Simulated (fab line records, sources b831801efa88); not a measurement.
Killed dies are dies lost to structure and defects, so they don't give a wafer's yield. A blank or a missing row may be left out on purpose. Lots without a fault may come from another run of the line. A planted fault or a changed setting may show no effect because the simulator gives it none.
One fault seen from 2 desks | flow gf180mcu | each desk has only its own numbers; what lay behind them comes last

THE METROLOGY DESK
What the gauges read, lot by lot, whatever tool the lot ran on: means of the sampled wafers that have a number. A lot is out of limits, marked OUT, if its mean lies more than 4 standard deviations from the usual mean; the brackets give that distance.
Columns: A = V1_W_THK at GF_V1_THK_MEAS_25, usual 341 nm
lot  | first seen here | A
L963 | day 18 07:26    | 339
L966 | day 19 17:49    | 339
L968 | day 20 15:58    | 344
L969 | day 20 18:55    | 343
L970 | day 21 17:17    | 347
L971 | day 21 23:25    | 336
L972 | day 22 00:45    | 341
L973 | day 22 11:41    | 340
L980 | day 24 17:16    | 344
L982 | day 25 08:52    | 344
L983 | day 25 16:15    | 334
L985 | day 26 05:29    | 339
This desk's finding: nothing out of limits on any of the 12 lots.

THE TOOL OWNER'S DESK: krf_scanner-01
The tool's own readings at GF_V1_EXPOSE_11 (exposes mask Via1, target cd 260 nm): means of the sampled wafers that have a number, for each lot that ran on this tool. A lot is out of limits, marked OUT, if its mean lies more than 4 standard deviations from the usual mean; the brackets give that distance.
Columns: A = exposure_dose_mJ_cm2 at GF_V1_EXPOSE_11, usual 38.01; B = focus_offset_nm at GF_V1_EXPOSE_11, usual 0.0 nm
lot  | first seen here | A                | B
L963 | day 17 17:46    | 38.04            | -0.6
L966 | day 19 04:18    | 38.06            | -0.3
L968 | day 20 02:07    | 37.97            | 0.1
L969 | day 20 06:43    | 37.98            | 0.4
L973 | day 21 23:10    | 38.01            | -0.9
L980 | day 24 05:37    | 37.83 (-4.7) OUT | -0.4
L983 | day 25 04:54    | 37.73 (-7.5) OUT | 0.0
This desk's finding: out of limits on L980, L983; first on L980, day 24 05:37 (exposure_dose_mJ_cm2 at GF_V1_EXPOSE_11). In limits: L963, L966, L968, L969, L973.

PUT TOGETHER
The tool owner's desk could have raised an alarm at day 24 05:37, on L980, L983.
The metrology desk saw nothing out of limits.
The metrology desk has L980, L983 on record, within its limits.
Of the lots named, all ran GF_V1_EXPOSE_11 on krf_scanner-01.

WHAT THE SIMULATOR HAD PUT IN
Process parameter drift: krf_scanner-01, from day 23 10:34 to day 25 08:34, at GF_V1_EXPOSE_11. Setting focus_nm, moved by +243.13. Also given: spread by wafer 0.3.
Lots struck among those shown: L980, L983.
Hours from the fault's start to each desk's first reading out of limits: the tool owner's desk, 19.
